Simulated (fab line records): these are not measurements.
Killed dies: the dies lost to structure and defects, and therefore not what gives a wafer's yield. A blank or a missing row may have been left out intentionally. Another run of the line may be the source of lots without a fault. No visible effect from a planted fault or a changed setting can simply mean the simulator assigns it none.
Chamber matching / flow gf180mcu / GF_V5_CVD_02 on pecvd-02 has 3 sister chambers
The step deposits SiO2 from TEOS, target thk 1450 nm, time 163.28 s. 3 wafers are shown with their chamber, then 7 later ones without.

WAFERS PAIRED WITH THEIR CHAMBERS
wafer=L234.3; chamber=0; heaterPowerW (W)=523
wafer=L242.3; chamber=2; heaterPowerW (W)=796
wafer=L242.4; chamber=1; heaterPowerW (W)=529

WAFERS WHOSE CHAMBER IS MISSING
wafer=L242.6; heaterPowerW (W)=867
wafer=L248.3; heaterPowerW (W)=618
wafer=L248.4; heaterPowerW (W)=528
wafer=L248.5; heaterPowerW (W)=505
wafer=L249.4; heaterPowerW (W)=814
wafer=L249.5; heaterPowerW (W)=657
wafer=L249.6; heaterPowerW (W)=534

CHAMBER TAKEN BY EACH
wafer=L242.6; from the rows above=2; in truth=2
wafer=L248.3; from the rows above=can't be placed: 1 or 0 or 2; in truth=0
wafer=L248.4; from the rows above=can't be placed: 1 or 0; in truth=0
wafer=L248.5; from the rows above=can't be placed: 0 or 1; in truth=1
wafer=L249.4; from the rows above=2; in truth=2
wafer=L249.5; from the rows above=can't be placed: 1 or 0 or 2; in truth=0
wafer=L249.6; from the rows above=can't be placed: 1 or 0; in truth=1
Correctly placed: 2 of 7. Cannot be placed on the basis of these rows: 5; the candidates contain the true chamber in 5. Placed wrongly: 0.
How it was worked out, from the rows above alone: a wafer's distance from a chamber is the root of the sum, over the readings, of the square of ((its reading less the chamber's mean) divided by the reading's scatter). The wafer belongs to the nearest chamber; if the next one is less than 2 further off, it can't be placed. For every chamber, the mean is computed from those of its wafers that are shown. The scatter: root of mean squared gap, hidden wafer to nearest shown wafer, with one shown wafer a chamber.
